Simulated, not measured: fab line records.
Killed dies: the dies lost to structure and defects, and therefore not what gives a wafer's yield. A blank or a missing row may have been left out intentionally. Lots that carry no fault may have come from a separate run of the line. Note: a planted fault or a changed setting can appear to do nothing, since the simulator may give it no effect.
What tool caused it? || flow gf180mcu || Sampling: 12 lots, 36 wafers, 4 of 602 route steps

## WHAT THE GAUGES READ, wafer by wafer
GF_VT_IMPLANT_TW_MEAS_43. Usual: for VT_IMPLANT_4_TW the level is 693 and the standard deviation is 3.7.
{"lot": "L460", "measured": "day 8 10:22", "on": "film-metro-03", "VT_IMPLANT_4_TW": "700 699 699", "flag": ""}
{"lot": "L461", "measured": "day 8 16:56", "on": "film-metro-02", "VT_IMPLANT_4_TW": "692 691 689", "flag": ""}
{"lot": "L462", "measured": "day 8 20:22", "on": "film-metro-03", "VT_IMPLANT_4_TW": "674 674 679", "flag": "OFF"}
{"lot": "L463", "measured": "day 9 08:12", "on": "film-metro-02", "VT_IMPLANT_4_TW": "694 693 694", "flag": ""}
{"lot": "L464", "measured": "day 9 14:19", "on": "film-metro-02", "VT_IMPLANT_4_TW": "679 672 673", "flag": "OFF"}
{"lot": "L465", "measured": "day 9 21:10", "on": "film-metro-02", "VT_IMPLANT_4_TW": "675 678 676", "flag": "OFF"}
{"lot": "L469", "measured": "day 11 00:13", "on": "film-metro-04", "VT_IMPLANT_4_TW": "690 690 689", "flag": ""}
{"lot": "L473", "measured": "day 12 03:20", "on": "film-metro-02", "VT_IMPLANT_4_TW": "690 689 691", "flag": ""}
{"lot": "L474", "measured": "day 12 07:31", "on": "film-metro-04", "VT_IMPLANT_4_TW": "687 686 688", "flag": ""}
{"lot": "L475", "measured": "day 12 14:37", "on": "film-metro-02", "VT_IMPLANT_4_TW": "689 694 691", "flag": ""}
{"lot": "L476", "measured": "day 12 23:49", "on": "film-metro-03", "VT_IMPLANT_4_TW": "700 699 693", "flag": ""}
{"lot": "L479", "measured": "day 13 15:20", "on": "film-metro-03", "VT_IMPLANT_4_TW": "694 693 695", "flag": ""}

GF_HV_LDD_OVL_MEAS_20. Usual: for HV_LDD_01_OVL the level is 0.5 nm and the standard deviation is 1.4.
{"lot": "L460", "measured": "day 11 16:55", "on": "overlay-02", "HV_LDD_01_OVL (nm)": "-0.1 -0.8 0.4", "flag": ""}
{"lot": "L461", "measured": "day 12 01:52", "on": "overlay-01", "HV_LDD_01_OVL (nm)": "1.1 2.0 3.0", "flag": ""}
{"lot": "L462", "measured": "day 12 04:29", "on": "overlay-02", "HV_LDD_01_OVL (nm)": "1.0 0.7 1.0", "flag": ""}
{"lot": "L463", "measured": "day 12 19:35", "on": "overlay-02", "HV_LDD_01_OVL (nm)": "1.3 -1.0 0.2", "flag": ""}
{"lot": "L464", "measured": "day 13 02:08", "on": "overlay-02", "HV_LDD_01_OVL (nm)": "-0.8 -2.0 -0.5", "flag": ""}
{"lot": "L465", "measured": "day 13 08:59", "on": "overlay-02", "HV_LDD_01_OVL (nm)": "0.0 -0.4 0.0", "flag": ""}
{"lot": "L469", "measured": "day 14 15:16", "on": "overlay-01", "HV_LDD_01_OVL (nm)": "-0.3 -0.9 -1.3", "flag": ""}
{"lot": "L473", "measured": "day 15 23:01", "on": "overlay-01", "HV_LDD_01_OVL (nm)": "-0.4 0.2 -1.4", "flag": ""}
{"lot": "L474", "measured": "day 16 04:31", "on": "overlay-02", "HV_LDD_01_OVL (nm)": "1.3 -1.5 -0.3", "flag": ""}
{"lot": "L475", "measured": "day 16 11:02", "on": "overlay-01", "HV_LDD_01_OVL (nm)": "-0.1 0.4 -1.2", "flag": ""}
{"lot": "L476", "measured": "day 16 23:31", "on": "overlay-02", "HV_LDD_01_OVL (nm)": "0.4 1.5 1.5", "flag": ""}
{"lot": "L479", "measured": "day 17 16:58", "on": "overlay-02", "HV_LDD_01_OVL (nm)": "2.5 2.2 2.8", "flag": ""}

## WHICH TOOL RAN EACH LOT (tool, then ch and the chambers of the sampled wafers, then the start)
{"lot": "L460", "GF_STI_ETCH_14": "rie-si-02 ch 0,1,3, day 2 16:27", "GF_VT_IMPLANT_IMPLANT_41": "implanter-01 ch 0, day 8 10:10"}
{"lot": "L461", "GF_STI_ETCH_14": "rie-si-01 ch 1,2,3, day 2 22:31", "GF_VT_IMPLANT_IMPLANT_41": "implanter-03 ch 0, day 8 16:41"}
{"lot": "L462", "GF_STI_ETCH_14": "rie-si-02 ch 0,1,2, day 3 02:07", "GF_VT_IMPLANT_IMPLANT_41": "implanter-01 ch 0, day 8 20:07"}
{"lot": "L463", "GF_STI_ETCH_14": "rie-si-02 ch 0,1,3, day 3 09:39", "GF_VT_IMPLANT_IMPLANT_41": "implanter-03 ch 0, day 9 07:57"}
{"lot": "L464", "GF_STI_ETCH_14": "rie-si-01 ch 0,3, day 3 14:46", "GF_VT_IMPLANT_IMPLANT_41": "implanter-01 ch 0, day 9 14:05"}
{"lot": "L465", "GF_STI_ETCH_14": "rie-si-02 ch 0,2, day 3 20:28", "GF_VT_IMPLANT_IMPLANT_41": "implanter-01 ch 0, day 9 20:56"}
{"lot": "L469", "GF_STI_ETCH_14": "rie-si-01 ch 0,2,3, day 4 15:33", "GF_VT_IMPLANT_IMPLANT_41": "implanter-03 ch 0, day 10 23:58"}
{"lot": "L473", "GF_STI_ETCH_14": "rie-si-02 ch 0,2,3, day 5 12:17", "GF_VT_IMPLANT_IMPLANT_41": "implanter-04 ch 0, day 12 03:08"}
{"lot": "L474", "GF_STI_ETCH_14": "rie-si-02 ch 0,2, day 5 18:28", "GF_VT_IMPLANT_IMPLANT_41": "implanter-04 ch 0, day 12 07:17"}
{"lot": "L475", "GF_STI_ETCH_14": "rie-si-02 ch 0,3, day 5 23:36", "GF_VT_IMPLANT_IMPLANT_41": "implanter-01 ch 0, day 12 14:22"}
{"lot": "L476", "GF_STI_ETCH_14": "rie-si-01 ch 1,2,3, day 6 03:42", "GF_VT_IMPLANT_IMPLANT_41": "implanter-01 ch 0, day 12 23:34"}
{"lot": "L479", "GF_STI_ETCH_14": "rie-si-02 ch 0,1,2, day 6 18:22", "GF_VT_IMPLANT_IMPLANT_41": "implanter-03 ch 0, day 13 15:05"}
- GF_STI_ETCH_14: etches Si in HBr/Cl2/O2, target depth 360 nm, time 102.9 s.
- GF_VT_IMPLANT_IMPLANT_41

## WHAT THE TOOLS THEMSELVES READ (means of the sampled wafers that have a number; where no wafer has one, the mark that the record gives instead)
GF_STI_ETCH_14. Usual: O2_flow_sccm 6.000 sccm, standard deviation 0.018; drypump-motor-current-A 5.9 A, standard deviation 0.47; oes-product-au 1.004 a.u., standard deviation 0.012; throttle-valve-pct 25.654 %, standard deviation 0.011.
{"lot": "L460", "tool": "rie-si-02", "O2_flow_sccm (sccm)": 5.996, "drypump-motor-current-A (A)": 5.8, "oes-product-au (a.u.)": 1.004, "throttle-valve-pct (%)": 25.664, "flag": ""}
{"lot": "L461", "tool": "rie-si-01", "O2_flow_sccm (sccm)": 6.008, "drypump-motor-current-A (A)": 5.5, "oes-product-au (a.u.)": 1.009, "throttle-valve-pct (%)": 25.655, "flag": ""}
{"lot": "L462", "tool": "rie-si-02", "O2_flow_sccm (sccm)": 5.997, "drypump-motor-current-A (A)": 5.8, "oes-product-au (a.u.)": 0.998, "throttle-valve-pct (%)": 25.654, "flag": ""}
{"lot": "L463", "tool": "rie-si-02", "O2_flow_sccm (sccm)": 6.016, "drypump-motor-current-A (A)": 5.7, "oes-product-au (a.u.)": 1.000, "throttle-valve-pct (%)": 25.652, "flag": ""}
{"lot": "L464", "tool": "rie-si-01", "O2_flow_sccm (sccm)": 6.010, "drypump-motor-current-A (A)": 5.8, "oes-product-au (a.u.)": 1.014, "throttle-valve-pct (%)": 25.638, "flag": ""}
{"lot": "L465", "tool": "rie-si-02", "O2_flow_sccm (sccm)": 6.004, "drypump-motor-current-A (A)": 6.3, "oes-product-au (a.u.)": 0.994, "throttle-valve-pct (%)": 25.667, "flag": ""}
{"lot": "L469", "tool": "rie-si-01", "O2_flow_sccm (sccm)": 6.007, "drypump-motor-current-A (A)": 5.8, "oes-product-au (a.u.)": 1.007, "throttle-valve-pct (%)": 25.642, "flag": ""}
{"lot": "L473", "tool": "rie-si-02", "O2_flow_sccm (sccm)": 5.992, "drypump-motor-current-A (A)": 6.2, "oes-product-au (a.u.)": 0.995, "throttle-valve-pct (%)": 25.655, "flag": ""}
{"lot": "L474", "tool": "rie-si-02", "O2_flow_sccm (sccm)": 6.015, "drypump-motor-current-A (A)": 6.3, "oes-product-au (a.u.)": 1.005, "throttle-valve-pct (%)": 25.651, "flag": ""}
{"lot": "L475", "tool": "rie-si-02", "O2_flow_sccm (sccm)": 5.998, "drypump-motor-current-A (A)": 6.1, "oes-product-au (a.u.)": 0.994, "throttle-valve-pct (%)": 25.655, "flag": ""}
{"lot": "L476", "tool": "rie-si-01", "O2_flow_sccm (sccm)": 5.997, "drypump-motor-current-A (A)": 5.5, "oes-product-au (a.u.)": 1.014, "throttle-valve-pct (%)": 25.647, "flag": ""}
{"lot": "L479", "tool": "rie-si-02", "O2_flow_sccm (sccm)": 5.994, "drypump-motor-current-A (A)": 5.8, "oes-product-au (a.u.)": 1.001, "throttle-valve-pct (%)": 25.637, "flag": ""}

GF_VT_IMPLANT_IMPLANT_41. Usual: end-station-pressure-torr 5.01e-06 Torr, standard deviation 2.3e-07; faraday-current-uA 5.71, standard deviation 0.11.
{"lot": "L460", "tool": "implanter-01", "end-station-pressure-torr (Torr)": 5.05e-06, "faraday-current-uA": 5.75, "flag": ""}
{"lot": "L461", "tool": "implanter-03", "end-station-pressure-torr (Torr)": 5.17e-06, "faraday-current-uA": 5.79, "flag": ""}
{"lot": "L462", "tool": "implanter-01", "end-station-pressure-torr (Torr)": 5.26e-06, "faraday-current-uA": 5.63, "flag": ""}
{"lot": "L463", "tool": "implanter-03", "end-station-pressure-torr (Torr)": 4.93e-06, "faraday-current-uA": 5.69, "flag": ""}
{"lot": "L464", "tool": "implanter-01", "end-station-pressure-torr (Torr)": 5.16e-06, "faraday-current-uA": 5.68, "flag": ""}
{"lot": "L465", "tool": "implanter-01", "end-station-pressure-torr (Torr)": 4.82e-06, "faraday-current-uA": 5.66, "flag": ""}
{"lot": "L469", "tool": "implanter-03", "end-station-pressure-torr (Torr)": 5.03e-06, "faraday-current-uA": 5.72, "flag": ""}
{"lot": "L473", "tool": "implanter-04", "end-station-pressure-torr (Torr)": 5.06e-06, "faraday-current-uA": 5.76, "flag": ""}
{"lot": "L474", "tool": "implanter-04", "end-station-pressure-torr (Torr)": 4.86e-06, "faraday-current-uA": 5.73, "flag": ""}
{"lot": "L475", "tool": "implanter-01", "end-station-pressure-torr (Torr)": 5.03e-06, "faraday-current-uA": 5.69, "flag": ""}
{"lot": "L476", "tool": "implanter-01", "end-station-pressure-torr (Torr)": 5.19e-06, "faraday-current-uA": 5.73, "flag": ""}
{"lot": "L479", "tool": "implanter-03", "end-station-pressure-torr (Torr)": 4.80e-06, "faraday-current-uA": 5.65, "flag": ""}

## THE ANSWER, worked out from the rows above alone
Rule: a lot is off if the mean of its wafers that have a number lies more than 3 standard deviations from the usual mean. Also off: a lot with no number at a reading for which 4 or more lots have one. Where the step has rows for the other lots, those lots are counted as sound. The gauges are gone through in route order, then the tools' own readings, and for those a lot's mean is taken as printed above. At the first step where some lot is off, the reading lying furthest off is the one used; lots without a number count as furthest.
Off: at GF_VT_IMPLANT_TW_MEAS_43 (VT_IMPLANT_4_TW), L462, L464, L465.
A tool fits if, at a process step before that reading, it ran every lot that is off, and no sound lot after the first of them. The gauges at GF_VT_IMPLANT_TW_MEAS_43 are tried like those tools. No candidate that was tried fits.

## WHAT WAS PUT IN BY THE SIMULATOR
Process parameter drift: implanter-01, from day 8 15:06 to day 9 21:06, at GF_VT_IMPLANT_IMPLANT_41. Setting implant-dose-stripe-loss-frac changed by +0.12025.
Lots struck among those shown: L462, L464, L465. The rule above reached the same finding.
